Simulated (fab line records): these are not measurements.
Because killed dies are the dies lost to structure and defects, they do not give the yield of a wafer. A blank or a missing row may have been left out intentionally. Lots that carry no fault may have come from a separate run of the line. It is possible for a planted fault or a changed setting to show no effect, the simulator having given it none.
fab line records	flow sky130
record lots=11	wafers=33	lastDay=50
route steps=708 shown VIA1@474 METAL2@487 PAD_OPEN@708
lots untouched by any fault: they come from a run of this same line in which no faults occurred
startH: hours from the record's opening day to when the first of the lot's shown wafers began	waitH: hours elapsed since this lot's preceding step	" as in the row above	L1.1+2: several wafers, shown together as one row	- no value, or no start was given	* or withheld: withheld	< > ~ a bound
route shown NAME@n: NAME is a module with steps in the file, n the number in the route of the first one	usual: the fault-free wafers' mean and standard deviation	same: alike in all rows	chamber/n: place in a boat	sites: readings site by site	_std_site: standard deviation across them	_edge_site: the outer-site mean with the inner-site mean subtracted	radiusMm: how far each site lies from the wafer's centre	mask NAME#n: copy n	behind: the tool/chamber that last shaped the wafer	hold: why the lot went on hold/how many hours it stayed there/how the hold came to an end	device: names the non-switching transistor (n, p or np)	end of line: the same wafers' tests at the end of the route	a step without rows: its recipe alone	killed: not the wafer's yield, but the dies lost to structure and defects at the first sort	map: per-die view of a wafer (x killed, . not killed, _ where there is no die)
set.NAME: the run value of the setting; set.NAME@STEP: its run value at that earlier step	model.NAME: the simulator's own value behind a step, which no gauge read
a sample of lots followed through the steps of the route, with each step as a table and each wafer as a row
services: when a tool's chamber went out of use (startH, in hours from the record's first day, below 0 if earlier), for how many hours, and the reason
## steps
# step SKY_VIA1_STRIP_16
# recipe chemistry=O2/N2	powerW=1400	pressureMtorr=1500	platenTempC=withheld	o2FlowSccm=3000	n2FlowSccm=300	overashFraction=0.5
# usual drypumpMotorCurrentA=6.0/0.42	o2FlowSccm=2998/8.5	oesProductAu=0.415/0.0047	stripTimeToEndpointS=4.452/0.025
lot.wafer	tool	chamber	startH	waitH	drypumpMotorCurrentA	o2FlowSccm	oesProductAu	rfHoursCounterH	stripTimeToEndpointS
L137.2	plasmaAsher-04	0	807.98	0.0	5.2	3004	0.417	6	4.459
L137.4	"	0	"	"	5.2	3002	0.414	-	4.448
L137.5	"	0	"	"	5.2	3014	0.414	-	4.429
L138.2	plasmaAsher-03	1	824.95	0.0	6.0	3004	0.416	32	4.440
L138.3	"	0	"	"	6.5	3005	0.414	-	4.467
L138.6	"	1	"	"	6.0	3001	0.418	-	4.457
L141.2	plasmaAsher-02	1	851.64	0.0	5.9	3002	0.415	75	4.431
L141.4	"	1	"	"	5.9	2996	0.415	-	4.459
L141.6	"	0	"	"	5.9	2997	0.420	-	4.465
L146.1	plasmaAsher-02	0	880.78	0.0	5.9	2991	0.413	78	4.485
L146.2	"	1	"	"	5.9	2975	0.418	78	4.458
L146.5	"	1	"	"	5.9	2984	0.411	-	4.483
L148.2	plasmaAsher-04	0	889.31	0.0	5.1	2993	0.409	12	4.469
L148.3	"	0	"	"	5.2	3005	0.419	-	4.471
L148.6	"	0	"	"	5.1	2993	0.411	-	4.463
L150.1	plasmaAsher-04	1	902.08	0.0	6.5	2991	0.419	13	4.463
L150.5	"	1	"	"	6.5	2989	0.411	-	4.456
L150.6	"	0	"	"	5.1	2995	0.417	-	4.450
L151.1	plasmaAsher-04	0	916.76	0.0	5.1	2997	0.410	15	4.452
L151.5	"	1	"	"	6.5	2990	0.416	-	4.422
L151.6	"	0	"	"	5.1	2993	0.420	-	4.453
L154.1	plasmaAsher-02	0	936.04	0.0	5.9	2996	0.412	84	4.473
L154.2	"	1	"	"	5.9	3003	0.413	84	4.418
L154.4	"	1	"	"	5.9	3003	0.404	-	4.444
L155.1	plasmaAsher-03	1	948.94	0.0	6.0	2987	0.420	45	4.466
L155.3	"	0	"	"	6.6	2998	0.411	-	4.421
L155.6	"	0	"	"	6.5	3009	0.418	-	4.454
L157.2	plasmaAsher-02	0	958.36	0.0	5.9	3010	0.412	86	4.405
L157.3	"	1	"	"	5.9	2990	0.409	-	4.454
L157.4	"	0	"	"	5.9	3000	0.413	-	4.430
L158.3	plasmaAsher-03	0	963.69	0.1	6.6	3001	0.418	-	4.444
L158.4	"	1	"	"	6.0	2991	0.413	-	4.490
L158.5	"	1	"	"	6.0	3007	0.423	-	4.480
# step SKY_VIA1_CVD_21
# recipe material=W	targetThkNm=270	timeS=80.902	tempC=400	pressureTorr=40
# usual heaterPowerW=867/51
lot.wafer	tool	chamber	startH	waitH	heaterPowerW
L137.2	cvdW-02	1	808.78	0.1	972
L137.4	"	1	"	"	945
L137.5	"	1	"	"	949
L138.2	cvdW-01	0	825.62	0.0	881
L138.3	"	0	"	"	869
L138.6	"	1	"	"	818
L141.2	cvdW-02	1	852.29	0.0	955
L141.4	"	1	"	"	940
L141.6	"	0	"	"	854
L146.1	cvdW-02	0	881.47	0.0	834
L146.2	"	1	"	"	933
L146.5	"	1	"	"	940
L148.2	cvdW-01	0	890.00	0.0	837
L148.3	"	1	"	"	837
L148.6	"	1	"	"	832
L150.1	cvdW-02	0	903.17	0.0	869
L150.5	"	0	"	"	851
L150.6	"	0	"	"	841
L151.1	cvdW-02	0	917.45	0.0	846
L151.5	"	0	"	"	831
L151.6	"	1	"	"	947
L154.1	cvdW-02	0	936.73	0.0	834
L154.2	"	1	"	"	953
L154.4	"	0	"	"	832
L155.1	cvdW-01	0	949.59	0.0	826
L155.3	"	1	"	"	765
L155.6	"	1	"	"	771
L157.2	cvdW-01	0	959.08	0.1	824
L157.3	"	0	"	"	833
L157.4	"	0	"	"	834
L158.3	cvdW-02	1	964.35	0.1	960
L158.4	"	0	"	"	840
L158.5	"	0	"	"	842
# step SKY_METAL2_SPUTTER_04
# recipe material=TiN	targetThkNm=70	powerW=6500	timeS=58.3	chamberPressurePa=0.4
# usual cathodeDcPowerW=6499.9/1.1	throttleValvePct=30.1/0.84
lot.wafer	tool	chamber	startH	waitH	cathodeDcPowerW	throttleValvePct
L137.2	pvdSputter-02	-	809.50	0.0	6498.5	29.9
L137.4	"	-	"	"	6498.1	29.9
L137.5	"	-	"	"	6499.2	30.9
L138.2	pvdSputter-03	-	826.46	0.0	6501.0	30.0
L138.3	"	-	"	"	6498.0	29.2
L138.6	"	-	"	"	6500.5	29.6
L141.2	pvdSputter-03	-	852.96	0.0	6499.6	28.9
L141.4	"	-	"	"	6501.6	30.6
L141.6	"	-	"	"	6499.8	28.9
L146.1	pvdSputter-03	-	882.13	0.0	6501.1	29.3
L146.2	"	-	"	"	6499.0	30.8
L146.5	"	-	"	"	6501.5	29.0
L148.2	pvdSputter-03	-	890.66	0.0	6499.7	28.8
L148.3	"	-	"	"	6496.6	29.4
L148.6	"	-	"	"	6501.9	30.8
L150.1	pvdSputter-02	-	903.93	0.0	6500.0	30.8
L150.5	"	-	"	"	6500.2	29.9
L150.6	"	-	"	"	6500.8	30.9
L151.1	pvdSputter-02	-	918.19	0.0	6499.5	30.1
L151.5	"	-	"	"	6500.8	29.7
L151.6	"	-	"	"	6500.4	30.5
L154.1	pvdSputter-02	-	937.39	0.0	6498.3	30.1
L154.2	"	-	"	"	6499.7	29.6
L154.4	"	-	"	"	6498.1	30.5
L155.1	pvdSputter-02	-	950.26	0.0	6501.4	30.5
L155.3	"	-	"	"	6498.7	30.9
L155.6	"	-	"	"	6501.4	29.8
L157.2	pvdSputter-01	-	959.80	0.0	6499.5	32.4
L157.3	"	-	"	"	6500.2	29.7
L157.4	"	-	"	"	6499.7	31.3
L158.3	pvdSputter-03	-	964.98	0.0	6500.3	30.7
L158.4	"	-	"	"	6499.6	29.4
L158.5	"	-	"	"	6501.4	29.6
# step SKY_METAL2_THK_MEAS_06
# recipe thkMeasGauge=xrf	reads=AlCu_of_METAL2_SPUTTER_02
# usual METAL2_ALCU_THK=261.2/2.5
lot.wafer	tool	chamber	startH	waitH	METAL2_ALCU_THK[nm]
L137.2	filmMetro-04	-	809.68	0.1	262.7
L137.4	"	-	"	"	261.4
L137.5	"	-	"	"	261.6
L138.2	filmMetro-03	-	826.64	0.1	263.4
L138.3	"	-	"	"	261.0
L138.6	"	-	"	"	260.8
L141.2	filmMetro-04	-	853.14	0.1	259.9
L141.4	"	-	"	"	264.4
L141.6	"	-	"	"	260.4
L146.1	filmMetro-01	-	882.30	0.1	273.8
L146.2	"	-	"	"	275.0
L146.5	"	-	"	"	270.2
L148.2	filmMetro-01	-	890.84	0.1	271.3
L148.3	"	-	"	"	275.4
L148.6	"	-	"	"	276.7
L150.1	filmMetro-04	-	904.09	0.1	261.4
L150.5	"	-	"	"	258.3
L150.6	"	-	"	"	260.5
L151.1	filmMetro-04	-	918.36	0.1	256.5
L151.5	"	-	"	"	257.2
L151.6	"	-	"	"	256.4
L154.1	filmMetro-04	-	937.56	0.1	260.6
L154.2	"	-	"	"	263.7
L154.4	"	-	"	"	261.7
L155.1	filmMetro-01	-	950.43	0.1	257.3
L155.3	"	-	"	"	260.9
L155.6	"	-	"	"	257.0
L157.2	filmMetro-01	-	959.98	0.1	258.4
L157.3	"	-	"	"	264.8
L157.4	"	-	"	"	264.0
L158.3	filmMetro-01	-	965.17	0.1	264.5
L158.4	"	-	"	"	260.7
L158.5	"	-	"	"	264.0
# step SKY_METAL2_CD_MEAS_15
# recipe targetCdNm=140
# usual cdNm=140.1/1.5
lot.wafer	tool	chamber	startH	waitH	cdNm
L137.2	cdSem-01	-	835.56	-	139.9
L137.4	"	-	"	"	139.9
L137.5	"	-	"	"	139.7
L138.2	cdSem-02	-	853.31	-	140.0
L138.3	"	-	"	"	140.0
L138.6	"	-	"	"	141.0
L141.2	cdSem-02	-	878.26	-	141.0
L141.4	"	-	"	"	139.9
L141.6	"	-	"	"	140.0
L146.1	cdSem-01	-	907.61	-	139.7
L146.2	"	-	"	"	140.3
L146.5	"	-	"	"	140.5
L148.2	cdSem-02	-	916.30	-	136.2
L148.3	"	-	"	"	136.1
L148.6	"	-	"	"	135.4
L150.1	cdSem-02	-	928.94	-	138.4
L150.5	"	-	"	"	140.1
L150.6	"	-	"	"	140.9
L151.1	cdSem-01	-	943.59	-	138.6
L151.5	"	-	"	"	139.5
L151.6	"	-	"	"	136.8
L154.1	cdSem-01	-	961.84	-	138.2
L154.2	"	-	"	"	138.7
L154.4	"	-	"	"	138.7
L155.1	cdSem-02	-	975.39	-	142.2
L155.3	"	-	"	"	141.1
L155.6	"	-	"	"	141.5
L157.2	cdSem-02	-	983.61	-	139.1
L157.3	"	-	"	"	138.9
L157.4	"	-	"	"	140.5
L158.3	cdSem-01	-	989.03	-	138.5
L158.4	"	-	"	"	139.1
L158.5	"	-	"	"	141.2
# step SKY_PAD_OPEN_PROBE_99
# usual defectLimitedYield=82.4/1.8	killed_at_M0_to_M3=43/6.8	killed_at_M4_up=3.1/1.6	killedAtContacts=24/5.4	killedAtFrontEnd=16/4.4	killedAtOther=0.2/0.48	killedDies=87/8.8	killedOpen=48/6.4	killedShort=39/6.2	sort_bin_3_pad_short=0.9/0.43	sort_bin_5_function=10.5/1.4	sort_bin_6_memory=6.2/1.1	sortNPass=405/8.8	sortYieldPct=82.4/1.8
# same grossDies=492	killedAtBackSide=0	sort_bin_4_leakage[%]=0	sort_bin_8_speed[%]=0
lot.wafer	tool	chamber	startH	waitH	defectLimitedYield[%]	killed_at_M0_to_M3	killed_at_M4_up	killedAtContacts	killedAtFrontEnd	killedAtOther	killedDies	killedOpen	killedShort	sort_bin_3_pad_short[%]	sort_bin_5_function[%]	sort_bin_6_memory[%]	sortNPass	sortYieldPct[%]
L146.1	prober-02	-	1145.57	0.1	81.1	47	2	25	19	0	93	49	44	1.6	9.8	7.5	399	81.1
L146.2	prober-02	-	1145.62	0.1	79.5	49	4	31	16	1	101	58	43	1.0	12.0	7.5	391	79.5
L146.5	prober-02	-	1145.77	0.2	82.7	45	4	24	12	0	85	40	45	1.0	9.3	6.9	407	82.7
L148.2	prober-02	-	1151.74	0.1	84.3	44	3	17	13	0	77	37	40	1.0	8.3	6.3	415	84.3
L148.3	prober-02	-	1151.79	0.2	83.7	45	5	21	9	0	80	48	32	0.6	8.9	6.7	412	83.7
L148.6	prober-02	-	1151.94	0.2	86.2	40	5	15	7	1	68	35	33	1.4	7.5	4.9	424	86.2
L150.1	prober-02	-	1159.23	0.1	81.9	41	4	26	18	0	89	41	48	0.8	11.2	6.1	403	81.9
L150.5	prober-02	-	1159.43	0.2	81.3	40	6	27	19	0	92	42	50	0.8	8.9	8.9	400	81.3
L150.6	prober-02	-	1159.48	0.2	82.1	51	3	17	17	0	88	46	42	0.8	12.0	5.1	404	82.1
L151.1	prober-01	-	1172.28	0.1	84.1	39	2	21	15	1	78	44	34	0.4	11.2	4.3	414	84.1
L151.5	prober-01	-	1172.48	0.2	82.5	50	3	24	9	0	86	54	32	0.8	9.8	6.9	406	82.5
L151.6	prober-01	-	1172.53	0.2	83.7	51	3	14	12	0	80	48	32	0.2	12.0	4.1	412	83.7
L154.1	prober-02	-	1185.07	0.1	82.3	51	3	21	12	0	87	44	43	1.2	9.1	7.3	405	82.3
L154.2	prober-02	-	1185.12	0.1	83.7	42	2	19	17	0	80	46	34	1.4	8.7	6.1	412	83.7
L154.4	prober-02	-	1185.22	0.2	83.7	38	3	24	15	0	80	39	41	0.6	9.3	6.3	412	83.7
L155.1	prober-02	-	1195.25	0.1	82.3	44	4	24	15	0	87	46	41	0.4	11.0	6.3	405	82.3
L155.3	prober-02	-	1195.35	0.2	83.5	35	1	22	23	0	81	46	35	0.8	9.8	5.9	411	83.5
L155.6	prober-02	-	1195.50	0.2	84.3	41	3	20	13	0	77	36	41	0.4	10.2	5.1	415	84.3
L158.3	prober-02	-	1202.24	0.2	84.6	46	0	16	14	0	76	46	30	0.8	9.1	5.5	416	84.6
L158.4	prober-02	-	1202.29	0.2	83.1	36	2	30	15	0	83	47	36	1.4	11.6	3.9	409	83.1
L158.5	prober-02	-	1202.34	0.2	78.0	44	5	36	23	0	108	50	58	0.8	12.6	8.5	384	78.0
# killed by level:class
L146.1 VIA1:geometricParticle:open=10 VIA1:geometricParticle:short=9 CONTACT:geometricParticle:open=8 FIELD_ISO:geometricParticle:short=7 LI_CONTACT:geometricParticle:open=7 VIA2:geometricParticle:open=7 VIA3:geometricParticle:open=7 LOCAL_INTERCONNECT:geometricParticle:short=5
L146.2 LI_CONTACT:geometricParticle:open=12 VIA1:geometricParticle:open=12 VIA3:geometricParticle:open=8 CONTACT:geometricParticle:open=7 VIA2:geometricParticle:open=7 LOCAL_INTERCONNECT:geometricParticle:short=6 CONTACT:geometricParticle:short=6 METAL1:geometricParticle:short=5
L146.5 CONTACT:geometricParticle:open=10 VIA1:geometricParticle:open=10 METAL1:geometricParticle:short=9 LI_CONTACT:geometricParticle:open=7 VIA1:geometricParticle:short=6 METAL2:geometricParticle:short=5 VIA2:geometricParticle:open=5 FIELD_ISO:geometricParticle:short=4
L148.2 VIA1:geometricParticle:open=13 METAL1:geometricParticle:short=8 CONTACT:geometricParticle:open=6 METAL2:geometricParticle:short=6 VIA3:geometricParticle:short=5 POLY_GATE:geometricParticle:open=4 LOCAL_INTERCONNECT:geometricParticle:short=4 VIA1:geometricParticle:short=4
L148.3 VIA1:geometricParticle:open=11 CONTACT:geometricParticle:open=7 METAL2:geometricParticle:short=7 VIA2:geometricParticle:open=7 LI_CONTACT:geometricParticle:open=5 METAL1:geometricParticle:short=5 VIA3:geometricParticle:open=4 POLY_GATE:geometricParticle:open=3
L148.6 VIA1:geometricParticle:open=9 VIA3:geometricParticle:open=8 LI_CONTACT:geometricParticle:open=6 VIA1:geometricParticle:short=6 METAL2:geometricParticle:short=5 METAL4:geometricParticle:short=4 METAL3:geometricParticle:short=4 LI_CONTACT:geometricParticle:short=3
L150.1 CONTACT:geometricParticle:open=10 FIELD_ISO:geometricParticle:short=8 METAL1:geometricParticle:short=6 VIA1:geometricParticle:short=6 VIA3:geometricParticle:open=6 VIA1:geometricParticle:open=5 METAL2:geometricParticle:short=5 VIA2:geometricParticle:open=5
L150.5 CONTACT:geometricParticle:short=10 CONTACT:geometricParticle:open=9 METAL1:geometricParticle:short=9 VIA1:geometricParticle:open=8 POLY_GATE:geometricParticle:open=6 POLY_GATE:geometricParticle:short=6 LI_CONTACT:geometricParticle:open=5 VIA1:geometricParticle:short=5
L150.6 VIA1:geometricParticle:open=16 VIA3:geometricParticle:open=9 LOCAL_INTERCONNECT:geometricParticle:short=5 VIA3:geometricParticle:short=5 VIA2:geometricParticle:open=5 POLY_GATE:geometricParticle:open=4 POLY_GATE:geometricParticle:short=4 CONTACT:geometricParticle:short=4
L151.1 CONTACT:geometricParticle:open=10 VIA1:geometricParticle:open=7 LI_CONTACT:geometricParticle:open=6 METAL1:geometricParticle:short=6 VIA3:geometricParticle:open=6 VIA2:geometricParticle:open=5 POLY_GATE:geometricParticle:open=4 VIA1:geometricParticle:short=4
L151.5 VIA1:geometricParticle:open=14 VIA3:geometricParticle:open=12 LI_CONTACT:geometricParticle:open=10 CONTACT:geometricParticle:open=5 METAL1:geometricParticle:short=5 VIA1:geometricParticle:short=5 FIELD_ISO:geometricParticle:open=4 LOCAL_INTERCONNECT:geometricParticle:short=4
L151.6 VIA1:geometricParticle:open=11 VIA2:geometricParticle:open=10 LI_CONTACT:geometricParticle:open=6 VIA3:geometricParticle:short=6 CONTACT:geometricParticle:open=6 FIELD_ISO:geometricParticle:open=5 METAL1:geometricParticle:short=4 METAL2:geometricParticle:short=4
L154.1 VIA2:geometricParticle:open=11 VIA3:geometricParticle:open=7 CONTACT:geometricParticle:open=7 VIA1:geometricParticle:open=7 METAL2:geometricParticle:short=6 METAL1:geometricParticle:short=6 LOCAL_INTERCONNECT:geometricParticle:short=5 CONTACT:geometricParticle:short=4
L154.2 METAL1:geometricParticle:short=10 LI_CONTACT:geometricParticle:open=9 VIA1:geometricParticle:open=7 FIELD_ISO:geometricParticle:open=5 CONTACT:geometricParticle:open=5 VIA3:geometricParticle:open=5 FIELD_ISO:geometricParticle:short=4 POLY_GATE:geometricParticle:short=4
L154.4 LI_CONTACT:geometricParticle:open=8 METAL2:geometricParticle:short=8 LOCAL_INTERCONNECT:geometricParticle:short=6 VIA3:geometricParticle:open=6 CONTACT:geometricParticle:short=6 VIA1:geometricParticle:open=5 VIA2:geometricParticle:open=5 METAL1:geometricParticle:short=4
L155.1 VIA1:geometricParticle:open=12 CONTACT:geometricParticle:open=8 CONTACT:geometricParticle:short=6 METAL2:geometricParticle:short=6 VIA1:geometricParticle:short=6 VIA3:geometricParticle:open=6 LI_CONTACT:geometricParticle:open=5 FIELD_ISO:geometricParticle:open=4
L155.3 VIA1:geometricParticle:open=11 LI_CONTACT:geometricParticle:open=8 FIELD_ISO:geometricParticle:short=7 FIELD_ISO:geometricParticle:open=6 CONTACT:geometricParticle:short=6 METAL1:geometricParticle:short=6 POLY_GATE:geometricParticle:open=5 CONTACT:geometricParticle:open=5
L155.6 VIA1:geometricParticle:open=17 METAL2:geometricParticle:short=8 VIA1:geometricParticle:short=5 LOCAL_INTERCONNECT:geometricParticle:short=5 CONTACT:geometricParticle:open=5 VIA3:geometricParticle:open=5 CONTACT:geometricParticle:short=4 FIELD_ISO:geometricParticle:short=3
L158.3 VIA1:geometricParticle:open=12 CONTACT:geometricParticle:open=9 VIA2:geometricParticle:short=7 METAL1:geometricParticle:short=6 VIA2:geometricParticle:open=6 FIELD_ISO:geometricParticle:open=4 LI_CONTACT:geometricParticle:open=4 METAL2:geometricParticle:short=4
L158.4 VIA1:geometricParticle:open=10 CONTACT:geometricParticle:open=9 VIA2:geometricParticle:open=7 LI_CONTACT:geometricParticle:short=6 LI_CONTACT:geometricParticle:open=6 VIA1:geometricParticle:short=6 CONTACT:geometricParticle:short=4 FIELD_ISO:geometricParticle:short=3
L158.5 VIA1:geometricParticle:open=14 CONTACT:geometricParticle:open=14 METAL1:geometricParticle:short=9 CONTACT:geometricParticle:short=7 VIA1:geometricParticle:short=7 LOCAL_INTERCONNECT:geometricParticle:short=6 FIELD_ISO:geometricParticle:short=4 POLY_GATE:geometricParticle:short=4
## services
tool	chamber	startH	hours	kind
cvdW-02	0	797.68	13.3	repair
plasmaAsher-04	-	817.74	1.2	repair
cvdW-02	-	828.51	0.6	repair
pvdSputter-03	3	832.59	-	consumableReplace:kit
pvdSputter-03	3	832.59	18.0	scheduledDown
pvdSputter-03	3	832.59	18.0	ventCycle
cvdW-01	-	849.90	6.0	pm
plasmaAsher-04	-	861.71	22.3	repair
cvdW-02	1	866.69	14.3	repair
pvdSputter-02	0	879.54	-	consumableReplace:kit
pvdSputter-02	0	879.54	18.0	scheduledDown
pvdSputter-02	0	879.54	18.0	ventCycle
cvdW-02	0	892.23	10.6	repair
cvdW-02	1	894.14	20.5	repair
cvdW-01	-	904.00	14.0	pm
cvdW-01	0	904.00	14.0	ventCycle
pvdSputter-03	-	907.00	6.3	repair
pvdSputter-03	-	912.09	11.4	repair
cvdW-02	1	919.29	6.9	repair
plasmaAsher-04	-	926.84	6.6	repair
pvdSputter-03	-	928.44	5.1	repair
pvdSputter-01	-	934.40	0.5	repair
cvdW-01	1	957.82	1.7	repair
plasmaAsher-04	-	958.24	2.8	pm
## key
firstSign step=SKY_METAL2_THK_MEAS_06	reading=METAL2_ALCU_THK	direction=up	sigmas=4.9	usual=261.2	struck=273.7
effect none on later readings
metAt SKY_METAL2_SPUTTER_04
struckLots L146,L148
notActingAt SKY_VIA1_STRIP_16,SKY_VIA1_CVD_21,SKY_METAL2_CD_MEAS_15
onsetBetween 852.96 882.13
fault kind=processParameterDrift	tool=pvdSputter-03	chamber=-	onsetH=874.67	steps=SKY_METAL2_SPUTTER_04	channel=timeS	offset=*	shape=step	endH=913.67	actsIn=*	stated=*
